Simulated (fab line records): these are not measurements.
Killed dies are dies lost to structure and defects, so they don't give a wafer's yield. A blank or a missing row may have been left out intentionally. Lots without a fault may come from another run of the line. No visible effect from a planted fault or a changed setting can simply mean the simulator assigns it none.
fab line records ; flow sky130 ; part 2 of 2: steps 31 to 40 of 40
[record] lots = 5; wafers = 15; last_day = 49
route steps=708 shown LOCAL_INTERCONNECT@393 CONTACT@406
lots that met no fault: from a run of the same line without faults
start_h: hours from the record's first day to the start of the lot's first wafer shown ; wait_h: hours elapsed since this lot's preceding step ; " unchanged from the row above ; L1.1+2: one row covering several wafers at once ; - no value, or no start given ; * or withheld: withheld ; < > ~ a bound
route shown NAME@n: a module of which the file shows steps, and the number in the route of the first ; usual: the fault-free wafers' mean and standard deviation ; same: alike in all rows ; chamber/n: place in a boat ; sites: per-site readings ; _std_site: the standard deviation of these ; _edge_site: mean of outer sites minus mean of inner sites ; radius_mm: for every site, how far away it sits from the centre of the wafer ; mask NAME#n: copy n ; behind: the last tool/chamber to shape the wafer ; hold: why the lot went on hold/how many hours it stayed there/how the hold came to an end ; device: the transistor (n, p or np) that didn't switch ; end of line: the tests these same wafers got at the end of their route ; for a step that has no rows: nothing shown but its recipe ; killed: count of dies lost to structure and defects at first sort (not the wafer's yield) ; map: the dies of a wafer, with x for killed, . for not killed, _ for no die there
set.NAME: the setting as run; set.NAME@STEP: as run at that earlier step ; model.NAME: the simulator's own value behind a step, which no gauge read
lots at selected steps of the route; one table per step, one row per wafer
services: a tool's chamber out of use, with start hour (start_h, from the record's first day; less than 0 if before it), hours out, and reason
[[steps]]
[step SKY_CONTACT_ETCH_17]
[recipe] target = SiO2; chemistry = C4F8/O2/Ar; stop_on = Si3N4; mask_material = KrF-thick; source_w = 1500; bias_w = 1200; pressure_mtorr = 40; c4f8_flow_sccm = withheld; O2_flow_sccm = 6; Ar_flow_sccm = 300; time_s = withheld; target_depth_a = 3400
[usual] oes_product_au = 0.893/0.0048
lot.wafer;tool;chamber;start_h;wait_h;oes_product_au
L085.2;rie_diel-03;1;820.02;0.0;0.894
L085.3;rie_diel-03;2;820.02;0.0;0.894
L085.5;rie_diel-03;1;820.02;0.0;0.897
L084.1;rie_diel-02;2;820.72;0.0;0.891
L084.3;rie_diel-02;3;820.72;0.0;0.901
L084.4;rie_diel-02;2;820.72;0.0;0.903
L091.2;rie_diel-02;0;868.17;0.0;0.889
L091.4;rie_diel-02;0;868.17;0.0;0.900
L091.5;rie_diel-02;2;868.17;0.0;0.890
L092.2;rie_diel-02;2;875.07;0.0;0.883
L092.4;rie_diel-02;0;875.07;0.0;0.892
L092.6;rie_diel-02;2;875.07;0.0;0.895
L094.2;rie_diel-04;2;886.47;0.0;0.888
L094.3;rie_diel-04;0;886.47;0.0;0.889
L094.5;rie_diel-04;2;886.47;0.0;0.903
[step SKY_CONTACT_ETCH_18]
[recipe] target = Si3N4; chemistry = CHF3/O2; stop_on = TiN; source_w = 600; bias_w = 200; pressure_mtorr = 40; chf3_flow_sccm = 50; O2_flow_sccm = 5; time_s = 39; target_depth_a = 750
[usual] drypump_motor_current_A = 5.6/0.53; oes_product_au = 0.853/0.008; throttle_valve_pct = 8.792/0.009
lot.wafer;tool;chamber;start_h;wait_h;drypump_motor_current_A;oes_product_au;rf_hours_counter_h;throttle_valve_pct
L085.2;rie_diel-03;1;-;-;6.5;0.858;7;8.780
L085.3;rie_diel-03;2;-;-;5.4;0.848;8;8.788
L085.5;rie_diel-03;1;-;-;6.5;0.862;-;8.794
L084.1;rie_diel-02;2;-;-;5.9;0.846;3;8.783
L084.3;rie_diel-02;3;-;-;6.0;0.848;16;8.783
L084.4;rie_diel-02;2;-;-;5.9;0.868;-;8.802
L091.2;rie_diel-02;0;-;-;5.5;0.851;17;8.777
L091.4;rie_diel-02;0;-;-;5.5;0.856;-;8.808
L091.5;rie_diel-02;2;-;-;5.9;0.857;-;8.789
L092.2;rie_diel-02;2;-;-;5.9;0.851;4;8.811
L092.4;rie_diel-02;0;-;-;5.4;0.871;17;8.798
L092.6;rie_diel-02;2;-;-;5.9;0.861;-;8.801
L094.2;rie_diel-04;2;-;-;4.9;0.842;18;8.784
L094.3;rie_diel-04;0;-;-;5.5;0.847;11;8.783
L094.5;rie_diel-04;2;-;-;4.9;0.850;-;8.796
[step SKY_CONTACT_STRIP_19]
[recipe] chemistry = O2/N2; power_w = 1400; pressure_mtorr = 1500; platen_temp_c = withheld; o2_flow_sccm = 3000; n2_flow_sccm = 300; overash_fraction = 0.5
[usual] drypump_motor_current_A = 5.8/0.39; oes_product_au = 0.380/0.0045; strip_time_to_endpoint_s = 3.604/0.02
lot.wafer;tool;chamber;start_h;wait_h;drypump_motor_current_A;oes_product_au;rf_hours_counter_h;strip_time_to_endpoint_s
L085.2;plasma_asher-03;0;820.11;-;5.7;0.381;92;3.607
L085.3;plasma_asher-03;1;820.11;-;5.7;0.374;-;3.614
L085.5;plasma_asher-03;0;820.11;-;5.7;0.385;-;3.594
L084.1;plasma_asher-02;0;820.81;-;5.2;0.378;10;3.570
L084.3;plasma_asher-02;1;820.81;-;6.1;0.378;-;3.601
L084.4;plasma_asher-02;0;820.81;-;5.3;0.384;-;3.562
L091.2;plasma_asher-02;1;868.26;-;6.1;0.382;14;3.626
L091.4;plasma_asher-02;0;868.26;-;5.2;0.387;-;3.639
L091.5;plasma_asher-02;1;868.26;-;6.1;0.386;-;3.613
L092.2;plasma_asher-03;1;875.16;-;5.7;0.379;98;3.593
L092.4;plasma_asher-03;1;875.16;-;5.7;0.375;-;3.597
L092.6;plasma_asher-03;1;875.16;-;5.7;0.376;-;3.598
L094.2;plasma_asher-02;0;886.56;-;5.2;0.385;16;3.571
L094.3;plasma_asher-02;1;886.56;-;6.1;0.376;-;3.608
L094.5;plasma_asher-02;0;886.56;-;5.2;0.389;-;3.570
[step SKY_CONTACT_STRIP_20]
[recipe] chemistry = post_etch_residue_remover; time_s = 1200; temp_c = 72.5
lot.wafer;tool;chamber;start_h;wait_h
L085.2+3+5;wet_bench-02;0;820.21;0.1
L084.1+3+4;wet_bench-02;0;820.91;0.1
L091.2+4+5;wet_bench-03;2;868.36;0.1
L092.2+4+6;wet_bench-01;1;875.26;0.1
L094.2+3+5;wet_bench-03;0;886.66;0.1
[step SKY_CONTACT_CLEAN_21]
[recipe] chemistry = IPA; time_s = 180; temp_c = 25
lot.wafer;tool;chamber;start_h;wait_h
L085.2+3+5;wet_bench-03;0;820.55;0.0
L084.1+3+4;wet_bench-03;3;821.25;0.0
L091.2+4+5;wet_bench-01;2;868.70;0.0
L092.2+4+6;wet_bench-01;0;875.60;0.0
L094.2+3+5;wet_bench-01;1;887.03;0.0
[step SKY_CONTACT_CLEAN_22]
[recipe] chemistry = O3/DIW; dry = n2_spin
lot.wafer;tool;chamber;start_h;wait_h
L085.2+3+5;wet_bench-01;2;820.61;0.0
L084.1+3+4;wet_bench-01;1;821.31;0.0
L091.2+4+5;wet_bench-03;1;868.76;0.0
L092.2+4+6;wet_bench-03;2;875.71;0.0
L094.2+3+5;wet_bench-03;2;887.09;0.0
[step SKY_CONTACT_SPUTTER_23]
[recipe] material = TiN; target_thk_nm = 20; chamber_pressure_pa = 5; power_w = 4000; time_s = 80
[usual] throttle_valve_pct = 30.3/0.98
lot.wafer;tool;chamber;start_h;wait_h;throttle_valve_pct
L085.2;pvd_sputter-03;-;820.70;0.0;30.3
L085.3;pvd_sputter-03;-;820.70;0.0;30.8
L085.5;pvd_sputter-03;-;820.70;0.0;29.2
L084.1;pvd_sputter-03;-;821.40;0.0;32.3
L084.3;pvd_sputter-03;-;821.40;0.0;30.7
L084.4;pvd_sputter-03;-;821.40;0.0;30.3
L091.2;pvd_sputter-03;-;868.85;0.0;30.3
L091.4;pvd_sputter-03;-;868.85;0.0;28.9
L091.5;pvd_sputter-03;-;868.85;0.0;30.4
L092.2;pvd_sputter-01;-;875.81;0.0;29.4
L092.4;pvd_sputter-01;-;875.81;0.0;29.0
L092.6;pvd_sputter-01;-;875.81;0.0;31.0
L094.2;pvd_sputter-03;-;887.19;0.0;29.1
L094.3;pvd_sputter-03;-;887.19;0.0;30.8
L094.5;pvd_sputter-03;-;887.19;0.0;30.8
[step SKY_CONTACT_CVD_24]
[recipe] material = W; target_thk_nm = 340; time_s = 102.12; temp_c = 400; pressure_torr = 40
[usual] heater_power_w = 902/55
lot.wafer;tool;chamber;start_h;wait_h;heater_power_w
L085.2;cvd_w-01;1;820.77;0.0;982
L085.3;cvd_w-01;0;820.77;0.0;885
L085.5;cvd_w-01;0;820.77;0.0;889
L084.1;cvd_w-01;0;821.46;0.0;896
L084.3;cvd_w-01;0;821.46;0.0;893
L084.4;cvd_w-01;1;821.46;0.0;985
L091.2;cvd_w-01;0;868.91;0.0;896
L091.4;cvd_w-01;0;868.91;0.0;883
L091.5;cvd_w-01;0;868.91;0.0;895
L092.2;cvd_w-01;0;875.87;0.0;889
L092.4;cvd_w-01;1;875.87;0.0;965
L092.6;cvd_w-01;1;875.87;0.0;966
L094.2;cvd_w-01;0;887.25;0.0;919
L094.3;cvd_w-01;0;887.25;0.0;891
L094.5;cvd_w-01;1;887.25;0.0;968
[step SKY_CONTACT_RS_MEAS_25]
[recipe] thk_meas_gauge = four-point-probe; reads = W_of_CONTACT_CVD_24+TiN_of_CONTACT_SPUTTER_23
[usual] CONTACT_W_RS = 0.339/0.0035
lot.wafer;tool;chamber;start_h;wait_h;CONTACT_W_RS[ohm/sq]
L085.2;film_metro-01;-;820.90;0.1;0.334
L085.3;film_metro-01;-;820.90;0.1;0.334
L085.5;film_metro-01;-;820.90;0.1;0.336
L084.1;film_metro-03;-;821.57;0.1;0.335
L084.3;film_metro-03;-;821.57;0.1;0.341
L084.4;film_metro-03;-;821.57;0.1;0.341
L091.2;film_metro-01;-;869.04;0.1;0.336
L091.4;film_metro-01;-;869.04;0.1;0.338
L091.5;film_metro-01;-;869.04;0.1;0.340
L092.2;film_metro-03;-;876.00;0.1;0.337
L092.4;film_metro-03;-;876.00;0.1;0.339
L092.6;film_metro-03;-;876.00;0.1;0.337
L094.2;film_metro-02;-;887.38;0.1;0.338
L094.3;film_metro-02;-;887.38;0.1;0.343
L094.5;film_metro-02;-;887.38;0.1;0.341
[step SKY_CONTACT_THK_MEAS_26]
[recipe] thk_meas_gauge = xrf; reads = W_of_CONTACT_CVD_24
[usual] CONTACT_W_THK = 329/5.1
lot.wafer;tool;chamber;start_h;wait_h;CONTACT_W_THK[nm]
L085.2;film_metro-01;-;821.01;0.1;334
L085.3;film_metro-01;-;821.01;0.1;332
L085.5;film_metro-01;-;821.01;0.1;332
L084.1;film_metro-03;-;821.69;0.1;337
L084.3;film_metro-03;-;821.69;0.1;335
L084.4;film_metro-03;-;821.69;0.1;334
L091.2;film_metro-01;-;869.15;0.1;332
L091.4;film_metro-01;-;869.15;0.1;329
L091.5;film_metro-01;-;869.15;0.1;328
L092.2;film_metro-03;-;876.11;0.1;332
L092.4;film_metro-03;-;876.11;0.1;331
L092.6;film_metro-03;-;876.11;0.1;332
L094.2;film_metro-02;-;887.49;0.1;325
L094.3;film_metro-02;-;887.49;0.1;321
L094.5;film_metro-02;-;887.49;0.1;322
[[services]]
tool;chamber;start_h;hours;kind
hdpcvd-02;-;758.95;1.0;repair
rie_diel-02;-;758.98;1.9;repair
cmp-02;-;760.87;7.6;pm
rie_diel-03;1;773.61;6.8;repair
rie_metal-01;0;776.16;2.3;repair
cmp-02;-;777.06;0.4;repair
plasma_asher-03;-;781.30;2.8;pm
rie_metal-01;0;789.25;6.7;repair
krf_scanner-01;-;798.80;0.8;pm
hdpcvd-02;-;809.94;2.8;pm
krf_scanner-01;-;811.24;0.2;repair
rie_diel-02;1;815.38;6.3;repair
krf_scanner-02;-;819.65;1.0;pm
krf_scanner-01;-;824.73;4.4;pm
rie_diel-02;-;825.16;15.6;pm
krf_scanner-02;-;829.10;1.3;pm
rie_diel-02;1;847.68;1.3;repair
rie_diel-02;1;862.06;12.6;repair
krf_scanner-02;-;864.61;0.8;pm
rie_metal-04;-;865.22;14.6;pm
wet_bench-02;-;865.98;44.8;pm
krf_scanner-02;-;867.23;0.3;repair
krf_scanner-02;-;869.89;4.9;repair
krf_scanner-01;-;875.71;1.0;pm
